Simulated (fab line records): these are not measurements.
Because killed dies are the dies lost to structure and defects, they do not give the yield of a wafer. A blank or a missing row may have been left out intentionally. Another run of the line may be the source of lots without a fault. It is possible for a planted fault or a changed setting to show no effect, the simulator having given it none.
A struck lot beside a sound one | flow gf180mcu | 15 steps out of a route of 602
Sound: these wafers, L665.2, L665.4, L665.5. Wafers L657.3, L657.4, L657.5 were the ones struck. The cause comes at the end.
Each step with rows lists, per side, the tool, then ch with its chambers, then its first start. Under that, the readings that differ: sound wafers | struck wafers | difference of the means | sigmas: that difference in standard deviations of wafers without a fault.
alike: words and numbers the same on both sides, and readings whose means are apart by under 2 such deviations; not compared: readings that were withheld, readings missing a value for some wafer, numbers with overlapping values and no deviation given by the record, and bounds like >300 which may hide the same value.
The two part at a step that has a row with sigmas, a row that says differs or no value, or rows on one side only. Non-overlapping numbers with no deviation appear without sigmas and do not part them. A reading missing from all wafers of one side parts the sides only when that side holds two or more wafers.

first, 3 steps without rows for these wafers: GF_V1_EXPOSE_11 (exposes mask Via1, target cd 260 nm); GF_V1_PEB_12 (peb time 90 s); GF_V1_DEVELOP_13 (develop time 60 s).
GF_V1_CD_MEAS_14: target cd 260 nm.
  sound on cd sem-02 at day 25 03:17; struck on cd sem-01 at day 22 18:14
  alike: cd nm
GF_V1_OVL_MEAS_15:
  sound on overlay-02 at day 25 03:24; struck on overlay-02 at day 22 18:20
  alike: V1_OVL
GF_V1_ETCH_16: etches BARC in N2/H2.
  sound on rie diel-03 ch 0,1,3, day 25 03:26; struck on rie diel-04 ch 0,1,3, day 22 18:22
  alike: drypump motor current A, oes product au, rf fwd power W, throttle valve pct
GF_V1_ETCH_17: etches SiO2 in C4F8/O2/Ar, stops on TiN, target depth 630 nm.
  sound on rie diel-03 ch 0,1,3; struck on rie diel-04 ch 0,1,3
  alike: oes product au, rf fwd power W
GF_V1_STRIP_18: strips in O2/N2.
  sound on plasma asher-01 ch 0,1, day 25 03:34; struck on plasma asher-03 ch 0,1, day 22 18:31
  alike: drypump motor current A, heater power w, oes product au
  not compared: rf hours counter h
then, 2 steps without rows for these wafers: GF_V1_STRIP_19 (strips in post etch residue remover, time 1200 s); GF_V1_CLEAN_20 (cleans in DIW).
GF_V1_SPUTTER_21: material Ti, target thk 15 nm, time 80.02 s.
  sound on pvd sputter-04 at day 25 04:05; struck on pvd sputter-02 at day 22 19:01
  alike: throttle valve pct
GF_V1_SPUTTER_22: material TiN, target thk 10 nm, time 40 s.
  sound on pvd sputter-04 at day 25 04:09; struck on pvd sputter-02 at day 22 19:05
  alike: throttle valve pct
GF_V1_CVD_23: deposits W, target thk 350 nm, time 105.05 s.
  sound on cvd w-01 ch 1, day 25 04:11; struck on cvd w-02 ch 0,1, day 22 19:09
  no value came back on the struck wafers for chamber pressure Torr (Torr), heater power outer w (W), heater power w (W); on the sound wafers chamber pressure Torr (Torr) reads 39.91 39.92 39.90
GF_V1_RS_MEAS_24: measurement is done with a four-point probe.
  sound on film metro-01 at day 25 04:19; struck on film metro-03 at day 22 19:34
  reading          | sound             | struck               | difference | sigmas
  V1_W_RS (ohm/sq) | 0.329 0.329 0.328 | 44.379 43.023 43.428 | +43.281    | +99 or more
  not compared: hold
following that, these wafers have no rows for 1 step: GF_PASSIVATION_PROBE_99.

== WHERE THEY PART ==
Last at GF_V1_RS_MEAS_24 as far as this record goes, first at GF_V1_CVD_23.

WHY: what had been put in by the simulator
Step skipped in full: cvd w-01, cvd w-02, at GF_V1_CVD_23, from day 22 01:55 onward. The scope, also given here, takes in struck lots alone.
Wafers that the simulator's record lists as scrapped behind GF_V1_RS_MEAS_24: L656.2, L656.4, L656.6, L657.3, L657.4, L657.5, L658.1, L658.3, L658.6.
